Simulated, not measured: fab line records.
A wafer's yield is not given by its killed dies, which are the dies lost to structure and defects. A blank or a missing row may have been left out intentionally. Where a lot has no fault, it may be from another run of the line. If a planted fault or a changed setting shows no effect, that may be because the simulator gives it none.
Matching of chambers | flow gf180mcu | 3 sister chambers for GF_V2_CVD_02 on pecvd-04
The step deposits SiO2 from TEOS, target thk 850 nm, time 94.851 s. 6 wafers are shown with their chamber, then 7 later ones without.

WAFERS PAIRED WITH THEIR CHAMBERS
wafer  | chamber | heater power w (W)
L559.5 | 2       | 582
L564.5 | 2       | 508
L566.3 | 1       | 606
L566.6 | 1       | 643
L570.2 | 0       | 558
L570.4 | 0       | 604

WAFERS WITHOUT THEIR CHAMBER
wafer  | heater power w (W)
L570.5 | 651
L571.2 | 601
L571.5 | 591
L571.6 | 635
L572.1 | 657
L572.3 | 528
L572.5 | 565

THE CHAMBER EACH PASSED THROUGH
wafer  | from the rows above          | in truth
L570.5 | can't be placed: 1 or 0      | 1
L571.2 | can't be placed: 0 or 1 or 2 | 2
L571.5 | can't be placed: 0 or 1 or 2 | 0
L571.6 | can't be placed: 1 or 0      | 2
L572.1 | can't be placed: 1 or 0      | 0
L572.3 | can't be placed: 2 or 0      | 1
L572.5 | can't be placed: 0 or 2 or 1 | 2
Placed correctly: 0 of 7. Cannot be placed on the basis of these rows: 7; the candidates contain the true chamber in 5. Wrongly placed: 0.
How it was worked out, from the rows above alone: a wafer's distance from a chamber is the root of the sum, over the readings, of the square of ((its reading less the chamber's mean) divided by the reading's scatter). The wafer belongs to the nearest chamber; if the next one is less than 2 further off, it can't be placed. Each chamber's mean is taken over the wafers shown for it. The scatter: take each reading less its chamber's mean, square it, sum over the shown wafers, divide by the number of wafers less the number of chambers, and take the root.
